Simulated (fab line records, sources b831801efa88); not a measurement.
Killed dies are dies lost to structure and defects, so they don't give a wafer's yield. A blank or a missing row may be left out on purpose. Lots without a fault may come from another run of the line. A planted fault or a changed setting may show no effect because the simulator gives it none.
A struck lot beside a sound one | flow gf180mcu | 22 steps out of a route of 602
Sound: wafers L573.1, L573.2, L573.5. Struck: wafers L582.3, L582.4. The cause comes at the end.
At each step with rows: each side's tool, then ch and its chambers, then its first start. Under that, the readings that differ: sound wafers | struck wafers | difference of the means | sigmas: that difference in standard deviations of wafers without a fault.
alike: readings whose means differ by less than 2 such deviations, and words and numbers that are the same on both sides. not compared: withheld readings, readings that some wafer has no value for, bounds like >300 that may hide the same value, and numbers for which the record gives no deviation and whose values overlap.
The two part at a step that has a row with sigmas, a row that says differs or no value, or rows on one side only. Numbers that don't overlap but have no deviation are shown without sigmas and don't part them. A reading that every wafer of one side lacks parts them only if that side has two wafers or more.

first, 5 steps without rows for these wafers: GF_MVPSD_COAT_02 (resist thk 3000 nm); GF_MVPSD_SOFTBAKE_03; GF_MVPSD_EXPOSE_04 (exposes mask MVPSD, target cd 1000 nm); GF_MVPSD_PEB_05; GF_MVPSD_DEVELOP_06 (develop time 60 s).
GF_MVPSD_OVL_MEAS_07:
  sound on overlay-02, day 7 03:25; struck on overlay-02, day 8 20:32
  reading        | sound       | struck    | difference | sigmas
  MVPSD_OVL (nm) | 1.7 1.0 1.8 | -1.3 -2.0 | -3.1       | -3
then, 2 steps without rows for these wafers: GF_MVPSD_IMPLANT_08; GF_MVPSD_IMPLANT_09.
GF_MVPSD_STRIP_10: strips in O2/N2.
  sound on plasma_asher-01 ch 0,1, day 7 03:44; struck on plasma_asher-02 ch 0,1, day 8 20:53
  reading            | sound       | struck  | difference | sigmas
  heater_power_w (W) | 388 356 363 | 291 317 | -65        | -2
  alike: chamber_pressure_mTorr, drypump_motor_current_A, oes_product_au, strip_time_to_endpoint_s
  not compared: rf_hours_counter_h
GF_MVPSD_TW_MEAS_11:
  sound on film_metro-01, day 7 03:50; struck on film_metro-04, day 8 20:59
  alike: MVPSD_TW
then, 2 steps without rows for these wafers: GF_VT_IMPLANT_DEHYDRATE_00 (time 60 s); GF_VT_IMPLANT_HMDS_01 (prime time 60 s).
GF_VT_IMPLANT_COAT_02: resist thk 1000 nm.
  sound on litho_track-04 ch 0, day 7 10:46; struck on litho_track-04 ch 0, day 9 03:04
  reading                                         | sound             | struck      | difference | sigmas
  model.NOVOLAK_of_VT_IMPLANT_COAT_02.thk_nm (nm) | 996.8 999.8 996.4 | 955.8 959.7 | -39.9      |
  alike: dispense_pressure_kPa
then, 3 steps without rows for these wafers: GF_VT_IMPLANT_SOFTBAKE_03 (time 60 s); GF_VT_IMPLANT_EXPOSE_04 (exposes mask LVPWELL LV AREA, target cd 600 nm); GF_VT_IMPLANT_PEB_05.
GF_VT_IMPLANT_DEVELOP_06: develop time 60 s.
  sound on litho_track-03 ch 0, day 7 18:40; struck on litho_track-03 ch 0, day 9 11:16
  reading                                         | sound           | struck      | difference | sigmas
  model.NOVOLAK_of_VT_IMPLANT_COAT_02.thk_nm (nm) | 996.4 999.4 996 | 955.3 959.3 | -40.0      |
GF_VT_IMPLANT_OVL_MEAS_07:
  sound on overlay-02, day 7 18:49; struck on overlay-02, day 9 11:23
  alike: VT_IMPLANT_OVL
then, 1 step without rows for these wafers: GF_VT_IMPLANT_IMPLANT_08.
GF_VT_IMPLANT_STRIP_09: strips in O2/N2.
  sound on plasma_asher-02 ch 0,1, day 7 19:01; struck on plasma_asher-03 ch 0,1, day 9 11:35
  reading                      | sound             | struck      | difference | sigmas
  strip_time_to_endpoint_s (s) | 12.59 12.61 12.60 | 12.12 12.16 | -0.46      | -14
  alike: chamber_pressure_mTorr, drypump_motor_current_A, heater_power_w, oes_product_au
  not compared: rf_hours_counter_h
GF_VT_IMPLANT_TW_MEAS_10:
  sound on film_metro-03, day 7 19:07; struck on film_metro-04, day 9 11:41
  alike: VT_IMPLANT_TW
then, 1 step without rows for these wafers: GF_PASSIVATION_PROBE_99.

WHERE THEY PART
First at GF_MVPSD_OVL_MEAS_07; last, within this record, at GF_VT_IMPLANT_STRIP_09. Later steps at which nothing parts them and some readings are alike: GF_VT_IMPLANT_TW_MEAS_10.

WHY: what the simulator had put in
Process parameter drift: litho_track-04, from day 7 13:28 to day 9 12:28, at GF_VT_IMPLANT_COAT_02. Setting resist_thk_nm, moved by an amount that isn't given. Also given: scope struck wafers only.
